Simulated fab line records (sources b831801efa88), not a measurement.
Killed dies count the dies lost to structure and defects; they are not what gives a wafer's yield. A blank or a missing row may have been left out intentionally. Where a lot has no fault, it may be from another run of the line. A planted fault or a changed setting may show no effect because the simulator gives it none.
Code-filled problem report in 8D (eight disciplines) form + flow sky130 + the parts of the form that need people (team, actions taken, sign-off) are left out

== 1. THE PROBLEM ==
Wafers without a fault read 0.941 a.u., standard deviation 0.0046; oesProductAu at SKY_VIA2_ETCH_15 reads a mean of 0.764 a.u. on 2 wafers belonging to 2 lots. That is -38 standard deviations from the usual mean.
The step: etches SiO2 in C4F8/O2/Ar, stops on TiN, target depth 546 nm, time 84 s.
First observed at day 41 11:40: wafer L816.2, on rieDiel-04. The record holds 33 wafers of 11 lots with a number at this step. Rule for "out", or "out of limits": more than 4 standard deviations from the usual mean. All remaining wafers that have a number are taken as sound.

== 2. WHAT IT IS, WHAT IT ISN'T ==
| question                    | is                | is not                                                              |
|-----------------------------|-------------------|---------------------------------------------------------------------|
| which readings at this step | oesProductAu      | -                                                                   |
| which lots                  | L816, L818        | L802, L803, L804, L805, L806, L808, L809, L810, L813                |
| which wafers of those lots  | L816.2, L818.3    | L816.4, L816.6, L818.4, L818.5                                      |
| read on which tools         | rieDiel-04        | rieDiel-01, rieDiel-02                                              |
| when                        | from day 41 11:40 | up to then (29 sound wafers); but 2 sound wafers of L818 came after |

== 3. SUSPECTS, AND WHAT RULES EACH OUT ==
Counting: if a tool at a process step up to the reading ran every lot that is out, it stays a suspect. Sound lots after the first of them don't rule it out here, since some wafers of a struck lot are sound.
- pvdSputter-01 at SKY_METAL2_SPUTTER_01 (material TiN, target thk 20 nm, time 16.7 s): kept. It processed each lot that is out (first: L816, day 39 07:19); up to then, its last sound lot is L813 (day 38 14:41).
- rieDiel-04 at SKY_VIA2_ETCH_15 (etches SiO2 in C4F8/O2/Ar, stops on TiN, target depth 546 nm, time 84 s): kept. It processed each lot that is out (first: L816, day 41 11:40); up to then, its last sound lot is L813 (day 40 18:25). Out on those wafers are its own readings of oesProductAu.
- In rieDiel-04 at SKY_VIA2_ETCH_15, the wafers that are out were processed in chamber 1 and their sound lot-mates in chambers 2, 3.
Remaining after the count are pvdSputter-01 at SKY_METAL2_SPUTTER_01 and rieDiel-04 at SKY_VIA2_ETCH_15.

== 4. THE CAUSE (what the simulator had put in) ==
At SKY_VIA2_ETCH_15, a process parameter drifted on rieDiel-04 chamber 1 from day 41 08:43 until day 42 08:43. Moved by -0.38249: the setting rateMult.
Counting leaves 2 suspects; this tool is one of them.

== 5. THE EFFECT CHAIN, in route order ==
Each row: a reading where the mean over the struck wafers with a number is more than 3 standard deviations away from the usual. Only readings whose record carries a usual standard deviation are examined. hours: median over the lots of the time between each lot's start at the first step of this table that gives one and its start at this step. sigmas: the change, counted in usual standard deviations.
| hours | step                  | reading              | usual      | on struck wafers | change | sigmas |
|-------|-----------------------|----------------------|------------|------------------|--------|--------|
| 0     | SKY_VIA2_ETCH_15      | oesProductAu         | 0.941 a.u. | 0.764            | -0.177 | -38    |
| 0     | SKY_VIA2_STRIP_16     | oesProductAu         | 0.399 a.u. | 0.421            | +0.022 | +4.7   |
| 0     | SKY_VIA2_STRIP_16     | stripTimeToEndpointS | 4.06 s     | 4.49             | +0.43  | +14    |
| 201   | SKY_PAD_OPEN_PROBE_99 | defectLimitedYield   | 82.4 %     | 0.0              | -82.4  | -41    |
| 201   | SKY_PAD_OPEN_PROBE_99 | killed_at_M0_to_M3   | 43         | 444              | +402   | +60    |
| 201   | SKY_PAD_OPEN_PROBE_99 | killedDies           | 87         | 492              | +405   | +41    |
| 201   | SKY_PAD_OPEN_PROBE_99 | killedOnRim          | 17         | 96               | +79    | +21    |
| 201   | SKY_PAD_OPEN_PROBE_99 | sort_bin_5_function  | 10.5 %     | 91.6             | +81.1  | +54    |
| 201   | SKY_PAD_OPEN_PROBE_99 | sortNPass            | 405        | 0                | -405   | -41    |
| 201   | SKY_PAD_OPEN_PROBE_99 | sortYieldPct         | 82.4 %     | 0.0              | -82.4  | -41    |
Here are the process steps it includes:
- SKY_VIA2_ETCH_15: etches SiO2 in C4F8/O2/Ar, stops on TiN, target depth 546 nm, time 84 s.
- SKY_VIA2_STRIP_16: strips in O2/N2.
- SKY_PAD_OPEN_PROBE_99

== 6. HOW IT WOULD HAVE BEEN CAUGHT EARLIER ==
In this record the first reading out of limits was taken at day 41 11:40, 3 hours after the fault began at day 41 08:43.
